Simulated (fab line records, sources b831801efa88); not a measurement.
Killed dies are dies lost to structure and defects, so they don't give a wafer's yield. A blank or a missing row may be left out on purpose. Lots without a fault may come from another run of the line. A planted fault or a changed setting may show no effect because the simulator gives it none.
fab line records | flow sky130
record lots=12 wafers=36 last_day=50
route steps=708 shown CAP2M@617 VIA4@640 PASSIVATION@684 PAD_OPEN@708
lots that met no fault: from a run of the same line without faults
start_h: hours from the record's first day to the start of the lot's first wafer shown | wait_h: hours since the lot's step before | " the same as in the row above | L1.1+2: a row that stands for several wafers | - no value, or no start given | * or withheld: withheld | < > ~ a bound
route shown NAME@n: a module of which the file shows steps, and the number in the route of the first | usual: mean/standard deviation of fault-free wafers | same: alike in all rows | chamber/n: place in a boat | sites: the reading at each site | _std_site: their standard deviation | _edge_site: outer sites' mean less inner sites' | radius_mm: how far each site lies from the wafer's centre | mask NAME#n: copy n | behind: the tool/chamber that last shaped the wafer | hold: why the lot was held/for how many hours/how that ended | device: the transistor (n, p or np) that didn't switch | end of line: the same wafers' tests at the end of the route | a step without rows: its recipe alone | killed: dies lost to structure and defects at the first sort, not the wafer's yield | map: a wafer's dies, x killed, . not, _ none there
set.NAME: the setting as run; set.NAME@STEP: as run at that earlier step | model.NAME: the simulator's own value behind a step, which no gauge read
steps of the route over a sample of lots; a table a step, a row a wafer
services: from which hour (start_h, from the record's first day; less than 0 if before it) a tool's chamber was out of use, for how many hours, and why
## steps
# step SKY_CAP2M_STRIP_14
# recipe chemistry=O2/N2 power_w=1400 pressure_mtorr=1500 platen_temp_c=withheld o2_flow_sccm=3000 n2_flow_sccm=300 overash_fraction=0.5
# usual drypump_motor_current_A=5.5/0.39 oes_product_au=0.710/0.005 strip_time_to_endpoint_s=12.61/0.058
# columns lot.wafer tool chamber start_h wait_h drypump_motor_current_A oes_product_au rf_hours_counter_h strip_time_to_endpoint_s
L892.2 plasma_asher-01 1 964.24 0.1 5.4 0.708 78 12.58
L892.5 " 1 " " 5.4 0.708 - 12.60
L892.6 " 0 " " 5.9 0.723 - 12.64
L894.2 plasma_asher-02 0 981.54 0.1 5.2 0.712 56 12.53
L894.3 " 1 " " 5.1 0.703 - 12.46
L894.6 " 0 " " 5.2 0.706 - 12.51
L896.3 plasma_asher-01 1 1007.49 0.1 5.4 0.713 - 12.63
L896.4 " 0 " " 5.9 0.706 - 12.64
L896.5 " 1 " " 5.4 0.714 - 12.60
L897.1 plasma_asher-01 0 1010.20 0.1 6.0 0.712 83 12.51
L897.2 " 1 " " 5.4 0.711 83 12.57
L897.5 " 0 " " 6.0 0.711 - 12.60
L898.2 plasma_asher-01 1 1013.50 0.1 5.4 0.712 83 12.70
L898.3 " 1 " " 5.4 0.705 - 12.67
L898.6 " 0 " " 5.9 0.710 - 12.71
L899.1 plasma_asher-02 1 1021.21 0.1 5.1 0.711 61 12.61
L899.3 " 1 " " 5.2 0.722 - 12.60
L899.5 " 0 " " 5.2 0.710 - 12.58
L903.2 plasma_asher-02 0 1041.50 0.1 5.2 0.707 63 12.73
L903.3 " 0 " " 5.2 0.700 - 12.59
L903.5 " 1 " " 5.1 0.706 - 12.62
L906.1 plasma_asher-02 0 1059.73 0.2 5.2 0.715 65 12.50
L906.2 " 1 " " 5.2 0.707 65 12.51
L906.5 " 1 " " 5.1 0.709 - 12.55
L907.4 plasma_asher-02 0 1060.94 0.1 5.2 0.708 - 12.67
L907.5 " 0 " " 5.2 0.712 - 12.69
L907.6 " 1 " " 5.1 0.715 - 12.72
L909.1 plasma_asher-03 1 1081.06 0.1 6.0 0.709 1 12.64
L909.5 " 1 " " 5.9 0.713 - 12.59
L909.6 " 0 " " 6.1 0.708 - 12.59
L910.1 plasma_asher-02 1 1091.01 0.1 5.1 0.708 68 12.55
L910.4 " 1 " " 5.1 0.709 - 12.59
L910.5 " 0 " " 5.2 0.707 - 12.61
L913.3 plasma_asher-02 0 1103.19 0.1 5.2 0.699 - 12.58
L913.4 " 1 " " 5.1 0.712 - 12.61
L913.5 " 0 " " 5.2 0.705 - 12.60
# step SKY_VIA4_THK_MEAS_01
# recipe reads=SiO2_of_VIA4_HDPCVD_00
# usual VIA4_HDPCVD_THK=1770/18
# columns lot.wafer tool chamber start_h wait_h VIA4_HDPCVD_THK[nm]
L892.2 film_metro-04 - 990.87 0.1 1782
L892.5 " - " " 1770
L892.6 " - " " 1729
L894.2 film_metro-03 - 1006.76 0.1 1770
L894.3 " - " " 1744
L894.6 " - " " 1784
L896.3 film_metro-04 - 1031.42 0.1 1780
L896.4 " - " " 1766
L896.5 " - " " 1745
L897.1 film_metro-03 - 1035.10 0.1 1788
L897.2 " - " " 1780
L897.5 " - " " 1775
L898.2 film_metro-03 - 1038.64 0.1 1782
L898.3 " - " " 1767
L898.6 " - " " 1785
L899.1 film_metro-02 - 1045.64 0.1 1763
L899.3 " - " " 1754
L899.5 " - " " 1796
L903.2 film_metro-04 - 1065.31 0.1 1787
L903.3 " - " " 1777
L903.5 " - " " 1785
L906.1 film_metro-02 - 1083.96 0.1 1780
L906.2 " - " " 1805
L906.5 " - " " 1783
L907.4 film_metro-04 - 1084.55 0.0 1782
L907.5 " - " " 1792
L907.6 " - " " 1743
L909.1 film_metro-03 - 1103.87 0.1 1786
L909.5 " - " " 1742
L909.6 " - " " 1790
L910.1 film_metro-04 - 1113.25 0.1 1757
L910.4 " - " " 1751
L910.5 " - " " 1764
L913.3 film_metro-04 - 1129.05 0.1 1785
L913.4 " - " " 1793
L913.5 " - " " 1791
# step SKY_VIA4_CMP_02
# recipe material=SiO2 down_force_psi=4 platen_rpm=60 pad_velocity_m_s=0.94248
# usual head_pressure_psi=3.999/0.0088 motor_current_A=12.2/1.2 slurry_flow_ml_min=150.0/0.46
# columns lot.wafer tool chamber start_h wait_h head_pressure_psi motor_current_A slurry_flow_ml_min
L892.2 cmp-01 1 991.02 0.1 3.993 11.9 149.9
L892.6 " 3 " " 3.989 13.8 149.7
L892.5 " 0 " " 3.991 10.8 149.8
L894.3 cmp-01 0 1006.81 0.0 4.008 11.1 150.6
L894.2 " 2 " " 3.987 13.1 150.6
L894.6 " 1 " " 3.993 11.9 150.2
L896.3 cmp-02 2 1031.46 0.0 3.992 12.9 149.6
L896.4 " 3 " " 3.997 11.7 150.3
L896.5 " 3 " " 3.996 11.8 149.8
L897.2 cmp-02 0 1035.21 0.1 4.001 10.5 150.0
L897.1 " 1 " " 4.004 12.7 150.0
L897.5 " 3 " " 3.997 11.8 149.7
L898.2 cmp-02 0 1038.69 0.0 4.004 10.6 149.9
L898.3 " 3 " " 4.009 11.6 151.3
L898.6 " 0 " " 3.993 10.2 149.5
L899.1 cmp-01 1 1045.80 0.1 4.011 11.3 149.8
L899.3 " 2 " " 4.002 13.2 149.5
L899.5 " 3 " " 3.998 14.7 150.3
L903.2 cmp-02 2 1066.53 1.2 3.995 13.3 150.6
L903.3 " 3 " " 3.984 11.5 150.2
L903.5 " 1 " " 3.996 12.6 149.4
L906.2 cmp-02 3 1084.13 0.1 4.009 12.1 149.7
L906.1 " 1 " " 4.004 12.8 148.8
L906.5 " 0 " " 3.987 10.3 149.6
L907.4 cmp-02 1 1084.58 0.0 4.016 12.1 150.4
L907.6 " 1 " " 4.014 12.7 150.7
L907.5 " 2 " " 3.984 13.1 149.8
L909.1 cmp-01 3 1103.98 0.1 4.006 13.3 150.4
L909.6 " 2 " " 4.015 12.7 150.4
L909.5 " 3 " " 3.987 14.0 151.5
L910.4 cmp-01 3 1113.31 0.0 3.999 14.6 149.9
L910.1 " 2 " " 3.991 12.9 150.3
L910.5 " 3 " " 4.004 13.4 150.2
L913.4 cmp-01 3 1129.14 0.1 4.011 14.2 150.9
L913.3 " 0 " " 4.004 11.3 150.1
L913.5 " 2 " " 4.003 12.8 149.8
# step SKY_PASSIVATION_THK_MEAS_03
# recipe reads=Si3N4_of_PASSIVATION_CVD_02
# usual PASSIVATION_CVD_02_THK=540/7.4
# columns lot.wafer tool chamber start_h wait_h PASSIVATION_CVD_02_THK[nm]
L892.2 film_metro-01 - 1039.64 - 537
L892.5 " - " " 543
L892.6 " - " " 548
L894.2 film_metro-04 - 1053.17 - 539
L894.3 " - " " 545
L894.6 " - " " 543
L896.3 film_metro-01 - 1077.33 - 539
L896.4 " - " " 550
L896.5 " - " " 548
L897.1 film_metro-02 - 1083.18 - 543
L897.2 " - " " 551
L897.5 " - " " 549
L898.2 film_metro-01 - 1086.06 - 531
L898.3 " - " " 542
L898.6 " - " " 538
L899.1 film_metro-01 - 1091.60 - 520
L899.3 " - " " 533
L899.5 " - " " 530
L903.2 film_metro-04 - 1111.02 - 533
L903.3 " - " " 540
L903.5 " - " " 530
L906.1 film_metro-04 - 1127.82 - 535
L906.2 " - " " 528
L906.5 " - " " 544
L907.4 film_metro-04 - 1127.99 - 536
L907.5 " - " " 549
L907.6 " - " " 544
L909.1 film_metro-01 - 1145.10 - 540
L909.5 " - " " 551
L909.6 " - " " 548
L910.1 film_metro-01 - 1156.36 - 534
L910.4 " - " " 550
L910.5 " - " " 546
L913.3 film_metro-02 - 1168.32 - 534
L913.4 " - " " 543
L913.5 " - " " 549
# step SKY_PAD_OPEN_PROBE_99
# usual defect_limited_yield=82.7/2 killed_at_M0_to_M3=42/6.7 killed_at_M4_up=3.3/2.1 killed_at_contacts=24/5.1 killed_at_front_end=15/4.6 killed_at_other=0.3/0.58 killed_dies=85/9.9 killed_on_rim=17/3.7 killed_open=46/6.9 killed_short=38/7 sort_bin_3_pad_short=0.9/0.43 sort_bin_5_function=10.1/1.4 sort_bin_6_memory=6.4/1.2 sort_n_pass=407/9.9 sort_yield_pct=82.7/2
# same gross_dies=492 killed_at_back_side=0 sort_bin_4_leakage[%]=0 sort_bin_8_speed[%]=0
# columns lot.wafer tool chamber start_h wait_h defect_limited_yield[%] killed_at_M0_to_M3 killed_at_M4_up killed_at_contacts killed_at_front_end killed_at_other killed_dies killed_on_rim killed_open killed_short sort_bin_3_pad_short[%] sort_bin_5_function[%] sort_bin_6_memory[%] sort_n_pass sort_yield_pct[%]
L892.2 prober-02 - 1086.17 0.1 88.6 26 2 20 8 0 56 13 35 21 0.6 7.9 2.8 436 88.6
L892.5 prober-02 - 1086.32 0.2 84.6 40 2 24 9 1 76 14 39 37 0.8 9.3 5.3 416 84.6
L892.6 prober-02 - 1086.37 0.2 83.7 33 4 28 15 0 80 19 43 37 0.8 11.2 4.3 412 83.7
L894.2 prober-02 - 1097.88 0.1 83.3 44 2 23 13 0 82 17 44 38 0.4 7.9 8.3 410 83.3
L894.3 prober-02 - 1097.93 0.2 83.3 40 4 23 15 0 82 19 39 43 1.2 8.5 6.9 410 83.3
L894.6 prober-02 - 1098.08 0.2 82.9 38 2 29 14 1 84 19 52 32 0.4 8.7 7.9 408 82.9
L896.3 prober-02 - 1120.21 0.2 82.9 44 4 26 10 0 84 22 50 33 0.8 9.3 6.9 408 82.9
L896.4 prober-02 - 1120.26 0.2 81.5 52 5 17 17 0 91 22 46 45 1.4 9.8 7.3 401 81.5
L896.5 prober-02 - 1120.31 0.2 82.3 50 2 21 13 1 87 14 35 50 1.2 10.4 6.1 405 82.3
L897.1 prober-01 - 1125.85 0.1 81.1 37 5 30 21 0 93 20 56 37 0.8 11.2 6.9 399 81.1
L897.2 prober-01 - 1125.90 0.1 80.9 49 0 28 17 0 94 13 50 42 1.2 10.6 7.3 398 80.9
L897.5 prober-01 - 1126.05 0.2 80.7 47 8 19 21 0 95 21 47 47 1.6 11.8 5.9 397 80.7
L898.2 prober-02 - 1128.37 0.1 82.1 44 4 23 17 0 88 12 44 44 0.8 10.2 6.9 404 82.1
L898.3 prober-02 - 1128.42 0.2 81.5 39 2 29 21 0 91 21 50 41 0.8 10.4 7.3 401 81.5
L898.6 prober-02 - 1128.57 0.2 83.5 35 1 26 19 0 81 20 43 37 0.8 9.1 6.5 411 83.5
L899.1 prober-01 - 1134.52 0.1 82.3 48 4 19 16 0 87 10 51 36 0.4 10.4 6.9 405 82.3
L899.3 prober-01 - 1134.62 0.2 84.3 34 5 23 15 0 77 12 44 33 0.4 7.5 7.7 415 84.3
L899.5 prober-01 - 1134.72 0.2 80.7 43 4 28 19 1 95 23 54 41 1.4 11.0 6.9 397 80.7
L903.2 prober-01 - 1152.72 0.1 84.1 37 2 29 10 0 78 17 46 31 0.2 8.7 6.9 414 84.1
L903.3 prober-01 - 1152.77 0.2 80.7 58 4 21 11 1 95 22 53 41 1.2 10.4 7.7 397 80.7
L903.5 prober-01 - 1152.87 0.2 86.2 33 3 20 10 2 68 14 32 36 0.6 7.5 5.7 424 86.2
L906.1 prober-02 - 1166.97 0.1 84.1 44 1 24 9 0 78 14 44 32 0 10.4 5.5 414 84.1
L906.2 prober-02 - 1167.02 0.1 86.2 35 4 18 10 1 68 14 44 20 0.4 8.7 4.7 424 86.2
L906.5 prober-02 - 1167.17 0.2 86.4 39 2 15 10 1 67 10 36 30 0.6 7.3 5.7 425 86.4
L907.4 prober-01 - 1167.47 0.2 82.9 39 3 25 16 1 84 14 44 40 1.0 9.3 6.7 408 82.9
L907.5 prober-01 - 1167.52 0.2 80.3 43 3 28 23 0 97 18 55 41 1.2 9.1 9.3 395 80.3
L907.6 prober-01 - 1167.57 0.2 83.7 35 2 24 19 0 80 11 45 35 1.0 8.7 6.5 412 83.7
L909.1 prober-01 - 1181.87 0.1 81.1 38 2 29 24 0 93 25 52 41 1.0 10.4 7.5 399 81.1
L909.5 prober-01 - 1182.07 0.2 82.3 47 2 26 12 0 87 18 54 33 1.2 11.2 5.3 405 82.3
L909.6 prober-01 - 1182.12 0.2 80.5 39 10 32 15 0 96 14 48 48 0.8 12.6 6.1 396 80.5
L910.1 prober-01 - 1192.07 0.1 70.9 48 3 19 8 65 143 19 41 36 3.0 19.9 6.1 349 70.9
L910.4 prober-01 - 1192.22 0.2 75.0 36 0 23 11 53 123 13 42 27 3.0 15.4 6.5 369 75.0
L910.5 prober-01 - 1192.27 0.2 86.4 36 2 19 10 0 67 12 33 34 0.4 7.5 5.7 425 86.4
L913.3 prober-01 - 1201.07 0.2 84.8 36 5 18 16 0 75 16 40 35 0.8 8.3 6.1 417 84.8
L913.4 prober-01 - 1201.12 0.2 72.2 39 2 20 14 62 137 19 36 40 3.7 17.5 6.7 355 72.2
L913.5 prober-01 - 1201.17 0.2 85.6 34 3 14 20 0 71 11 44 26 0.6 8.7 5.1 421 85.6
# killed by level:class
L892.2 CONTACT:geometric_particle:open=7 LI_CONTACT:geometric_particle:open=6 VIA2:geometric_particle:open=6 VIA1:geometric_particle:open=6 VIA3:geometric_particle:open=5 FIELD_ISO:geometric_particle:open=4 LOCAL_INTERCONNECT:geometric_particle:short=4 METAL1:geometric_particle:short=4
L892.5 VIA3:geometric_particle:open=12 CONTACT:geometric_particle:open=7 CONTACT:geometric_particle:short=6 VIA1:geometric_particle:open=6 LI_CONTACT:geometric_particle:open=5 METAL1:geometric_particle:short=5 VIA1:geometric_particle:short=5 METAL2:geometric_particle:short=5
L892.6 CONTACT:geometric_particle:open=13 VIA1:geometric_particle:open=7 VIA1:geometric_particle:short=6 FIELD_ISO:geometric_particle:open=5 METAL2:geometric_particle:short=5 POLY_GATE:geometric_particle:short=5 CONTACT:geometric_particle:short=5 VIA3:geometric_particle:open=5
L894.2 VIA2:geometric_particle:open=9 VIA3:geometric_particle:open=8 METAL1:geometric_particle:short=7 LI_CONTACT:geometric_particle:open=7 CONTACT:geometric_particle:open=7 LOCAL_INTERCONNECT:geometric_particle:short=5 VIA2:geometric_particle:short=4 METAL3:geometric_particle:short=4
L894.3 VIA3:geometric_particle:open=11 LI_CONTACT:geometric_particle:open=9 METAL2:geometric_particle:short=7 FIELD_ISO:geometric_particle:short=6 VIA1:geometric_particle:short=6 METAL1:geometric_particle:short=6 VIA1:geometric_particle:open=5 LOCAL_INTERCONNECT:geometric_particle:short=5
L894.6 VIA1:geometric_particle:open=13 CONTACT:geometric_particle:open=12 LI_CONTACT:geometric_particle:open=10 METAL1:geometric_particle:short=5 VIA2:geometric_particle:open=5 FIELD_ISO:geometric_particle:short=4 POLY_GATE:geometric_particle:short=3 LI_CONTACT:geometric_particle:short=3
L896.3 CONTACT:geometric_particle:open=16 VIA1:geometric_particle:open=14 LI_CONTACT:geometric_particle:open=6 VIA1:geometric_particle:short=6 METAL2:geometric_particle:short=5 VIA3:geometric_particle:open=5 METAL1:geometric_particle:short=4 VIA3:geometric_particle:short=4
L896.4 VIA3:geometric_particle:open=12 VIA1:geometric_particle:open=11 METAL1:geometric_particle:short=8 VIA1:geometric_particle:short=7 POLY_GATE:geometric_particle:short=5 CONTACT:geometric_particle:open=5 VIA2:geometric_particle:open=5 FIELD_ISO:geometric_particle:short=4
L896.5 METAL1:geometric_particle:short=9 METAL2:geometric_particle:short=9 VIA2:geometric_particle:open=8 VIA1:geometric_particle:open=6 CONTACT:geometric_particle:open=5 VIA3:geometric_particle:short=5 LI_CONTACT:geometric_particle:open=4 LOCAL_INTERCONNECT:geometric_particle:short=4
L897.1 CONTACT:geometric_particle:open=12 VIA1:geometric_particle:open=11 FIELD_ISO:geometric_particle:open=9 LI_CONTACT:geometric_particle:open=8 POLY_GATE:geometric_particle:short=6 METAL2:geometric_particle:short=6 VIA3:geometric_particle:open=6 VIA2:geometric_particle:open=5
L897.2 CONTACT:geometric_particle:open=11 VIA2:geometric_particle:open=11 FIELD_ISO:geometric_particle:open=7 VIA1:geometric_particle:open=7 VIA1:geometric_particle:short=7 VIA3:geometric_particle:open=6 LOCAL_INTERCONNECT:geometric_particle:short=5 POLY_GATE:geometric_particle:short=4
L897.5 VIA3:geometric_particle:open=9 VIA1:geometric_particle:open=8 POLY_GATE:geometric_particle:open=8 METAL1:geometric_particle:short=7 FIELD_ISO:geometric_particle:open=6 FIELD_ISO:geometric_particle:short=5 METAL4:geometric_particle:short=5 LOCAL_INTERCONNECT:geometric_particle:short=5
L898.2 VIA1:geometric_particle:open=11 CONTACT:geometric_particle:open=8 FIELD_ISO:geometric_particle:short=7 METAL1:geometric_particle:short=7 FIELD_ISO:geometric_particle:open=6 VIA2:geometric_particle:open=6 CONTACT:geometric_particle:short=5 METAL3:geometric_particle:short=5
L898.3 VIA1:geometric_particle:open=11 LI_CONTACT:geometric_particle:open=9 FIELD_ISO:geometric_particle:open=7 CONTACT:geometric_particle:open=7 VIA1:geometric_particle:short=6 CONTACT:geometric_particle:short=6 VIA2:geometric_particle:open=6 METAL1:geometric_particle:short=5
L898.6 VIA1:geometric_particle:open=11 LI_CONTACT:geometric_particle:open=7 CONTACT:geometric_particle:open=6 FIELD_ISO:geometric_particle:open=5 LOCAL_INTERCONNECT:geometric_particle:short=5 METAL1:geometric_particle:short=5 FIELD_ISO:geometric_particle:short=4 POLY_GATE:geometric_particle:open=3
L899.1 VIA1:geometric_particle:open=10 VIA2:geometric_particle:open=8 CONTACT:geometric_particle:open=7 METAL3:geometric_particle:short=6 VIA3:geometric_particle:open=5 LI_CONTACT:geometric_particle:open=5 METAL2:geometric_particle:short=5 VIA3:geometric_particle:short=4
L899.3 CONTACT:geometric_particle:open=7 VIA2:geometric_particle:open=7 FIELD_ISO:geometric_particle:open=6 LI_CONTACT:geometric_particle:open=6 METAL1:geometric_particle:short=5 VIA1:geometric_particle:open=5 VIA3:geometric_particle:open=5 POLY_GATE:geometric_particle:open=4
L899.5 LI_CONTACT:geometric_particle:open=15 VIA3:geometric_particle:open=9 VIA2:geometric_particle:open=7 FIELD_ISO:geometric_particle:open=6 VIA1:geometric_particle:open=6 POLY_GATE:geometric_particle:short=5 CONTACT:geometric_particle:open=5 VIA1:geometric_particle:short=5
L903.2 CONTACT:geometric_particle:open=13 LI_CONTACT:geometric_particle:open=8 METAL1:geometric_particle:short=7 VIA1:geometric_particle:open=7 VIA2:geometric_particle:open=6 LOCAL_INTERCONNECT:geometric_particle:short=4 METAL2:geometric_particle:short=4 POLY_GATE:geometric_particle:short=3
L903.3 VIA1:geometric_particle:open=15 CONTACT:geometric_particle:open=10 VIA2:geometric_particle:open=9 VIA2:geometric_particle:short=8 VIA3:geometric_particle:open=7 METAL2:geometric_particle:short=6 CONTACT:geometric_particle:short=5 POLY_GATE:geometric_particle:short=4
L903.5 CONTACT:geometric_particle:open=6 VIA3:geometric_particle:open=6 LI_CONTACT:geometric_particle:open=5 METAL1:geometric_particle:short=5 VIA2:geometric_particle:open=5 LI_CONTACT:geometric_particle:short=4 METAL2:geometric_particle:short=4 POLY_GATE:geometric_particle:open=3
L906.1 VIA1:geometric_particle:open=10 LI_CONTACT:geometric_particle:open=9 CONTACT:geometric_particle:open=7 VIA3:geometric_particle:open=6 METAL1:geometric_particle:short=5 METAL2:geometric_particle:short=5 VIA2:geometric_particle:open=5 LOCAL_INTERCONNECT:geometric_particle:short=3
L906.2 LI_CONTACT:geometric_particle:open=9 VIA3:geometric_particle:open=8 VIA1:geometric_particle:open=7 VIA2:geometric_particle:open=6 FIELD_ISO:geometric_particle:open=4 CONTACT:geometric_particle:open=4 LOCAL_INTERCONNECT:geometric_particle:short=3 METAL1:geometric_particle:short=3
L906.5 LI_CONTACT:geometric_particle:open=9 METAL2:geometric_particle:short=9 VIA1:geometric_particle:open=6 VIA1:geometric_particle:short=6 VIA2:geometric_particle:open=5 POLY_GATE:geometric_particle:open=4 VIA3:geometric_particle:open=4 CONTACT:geometric_particle:open=3
L907.4 VIA1:geometric_particle:open=13 CONTACT:geometric_particle:open=10 LI_CONTACT:geometric_particle:open=7 METAL1:geometric_particle:short=6 POLY_GATE:geometric_particle:short=5 VIA2:geometric_particle:open=5 FIELD_ISO:geometric_particle:short=4 VIA3:geometric_particle:open=4
L907.5 VIA1:geometric_particle:open=15 FIELD_ISO:geometric_particle:open=9 LI_CONTACT:geometric_particle:open=8 CONTACT:geometric_particle:short=8 FIELD_ISO:geometric_particle:short=7 VIA2:geometric_particle:open=7 CONTACT:geometric_particle:open=6 LOCAL_INTERCONNECT:geometric_particle:short=4
L907.6 CONTACT:geometric_particle:open=10 VIA1:geometric_particle:open=10 LI_CONTACT:geometric_particle:open=7 FIELD_ISO:geometric_particle:short=6 VIA3:geometric_particle:short=6 VIA1:geometric_particle:short=5 METAL1:geometric_particle:short=5 POLY_GATE:geometric_particle:open=4
L909.1 CONTACT:geometric_particle:open=9 VIA1:geometric_particle:open=9 LI_CONTACT:geometric_particle:open=7 CONTACT:geometric_particle:short=7 POLY_GATE:geometric_particle:open=6 FIELD_ISO:geometric_particle:short=5 VIA2:geometric_particle:open=5 METAL1:geometric_particle:short=5
L909.5 VIA1:geometric_particle:open=14 CONTACT:geometric_particle:open=13 METAL1:geometric_particle:short=7 VIA2:geometric_particle:short=6 LI_CONTACT:geometric_particle:open=5 VIA2:geometric_particle:open=5 FIELD_ISO:geometric_particle:open=4 POLY_GATE:geometric_particle:open=4
L909.6 CONTACT:geometric_particle:open=14 VIA1:geometric_particle:open=10 METAL4:geometric_particle:short=9 LI_CONTACT:geometric_particle:open=7 VIA2:geometric_particle:open=7 METAL2:geometric_particle:short=6 FIELD_ISO:geometric_particle:short=4 LOCAL_INTERCONNECT:geometric_particle:short=4
L910.1 CAP2M:unspecified=65 CONTACT:geometric_particle:open=9 VIA1:geometric_particle:open=9 METAL3:geometric_particle:short=7 METAL1:geometric_particle:short=7 VIA3:geometric_particle:open=6 LOCAL_INTERCONNECT:geometric_particle:short=5 METAL2:geometric_particle:short=5
L910.4 CAP2M:unspecified=53 LI_CONTACT:geometric_particle:open=9 VIA3:geometric_particle:open=9 LI_CONTACT:geometric_particle:short=6 CONTACT:geometric_particle:open=6 VIA1:geometric_particle:open=5 VIA1:geometric_particle:short=4 VIA2:geometric_particle:open=4
L910.5 VIA1:geometric_particle:open=8 LI_CONTACT:geometric_particle:open=6 METAL1:geometric_particle:short=6 FIELD_ISO:geometric_particle:short=5 METAL2:geometric_particle:short=5 VIA2:geometric_particle:open=5 CONTACT:geometric_particle:short=4 LI_CONTACT:geometric_particle:short=3
L913.3 METAL1:geometric_particle:short=8 LI_CONTACT:geometric_particle:open=7 VIA2:geometric_particle:open=7 VIA1:geometric_particle:open=6 FIELD_ISO:geometric_particle:open=5 LOCAL_INTERCONNECT:geometric_particle:short=4 METAL2:geometric_particle:short=4 POLY_GATE:geometric_particle:open=3
L913.4 CAP2M:unspecified=61 VIA1:geometric_particle:open=10 VIA3:geometric_particle:open=7 POLY_GATE:geometric_particle:short=5 METAL1:geometric_particle:short=5 METAL2:geometric_particle:short=5 POLY_GATE:geometric_particle:open=4 LI_CONTACT:geometric_particle:open=4
L913.5 VIA1:geometric_particle:open=9 POLY_GATE:geometric_particle:open=7 LI_CONTACT:geometric_particle:open=7 METAL1:geometric_particle:short=7 METAL2:geometric_particle:short=6 CONTACT:geometric_particle:open=5 FIELD_ISO:geometric_particle:open=4 POLY_GATE:geometric_particle:short=3
## services
# columns tool chamber start_h hours kind
cmp-02 - 950.44 1.7 repair
cmp-01 - 956.73 0.9 repair
cmp-01 - 975.58 2.5 repair
cmp-02 - 982.65 5.8 pm
plasma_asher-01 - 986.27 2.8 pm
plasma_asher-03 - 994.13 20.8 pm
cmp-01 - 1012.97 3.0 repair
plasma_asher-03 - 1019.23 9.1 repair
cmp-01 - 1033.90 1.7 repair
plasma_asher-03 - 1055.25 9.0 pm
plasma_asher-03 0 1055.25 9.0 vent_cycle
plasma_asher-03 1 1055.25 9.0 vent_cycle
cmp-01 - 1059.91 7.9 pm
plasma_asher-03 0 1064.25 - clean
plasma_asher-03 1 1064.25 - clean
cmp-01 - 1071.14 1.6 repair
cmp-01 - 1076.29 5.3 repair
plasma_asher-01 - 1088.08 15.6 repair
cmp-01 - 1091.02 0.8 repair
cmp-01 - 1097.19 2.4 repair
cmp-01 - 1099.61 4.0 pm
cmp-01 - 1103.61 - consumable_replace:conditioner
cmp-01 - 1103.61 - consumable_replace:pad
## key
first_sign step=SKY_PAD_OPEN_PROBE_99 reading=killed_at_other direction=up sigmas=60 usual=0.3 struck=60
effect step=SKY_PAD_OPEN_PROBE_99 reading=sort_bin_3_pad_short direction=up sigmas=5.5 usual=0.9 struck=3.3
met_at SKY_CAP2M_STRIP_14
struck_lots L910,L913
struck_wafers L910.1,L910.4,L913.4
not_acting_at SKY_VIA4_THK_MEAS_01,SKY_VIA4_CMP_02,SKY_PASSIVATION_THK_MEAS_03
onset_between 1060.94 1091.01
fault kind=chamber_particle_source tool=plasma_asher-02 chamber=1 onset_h=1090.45 steps=SKY_CAP2M_STRIP_14 rate_per_visit_cm2=1.2743 end_h=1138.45
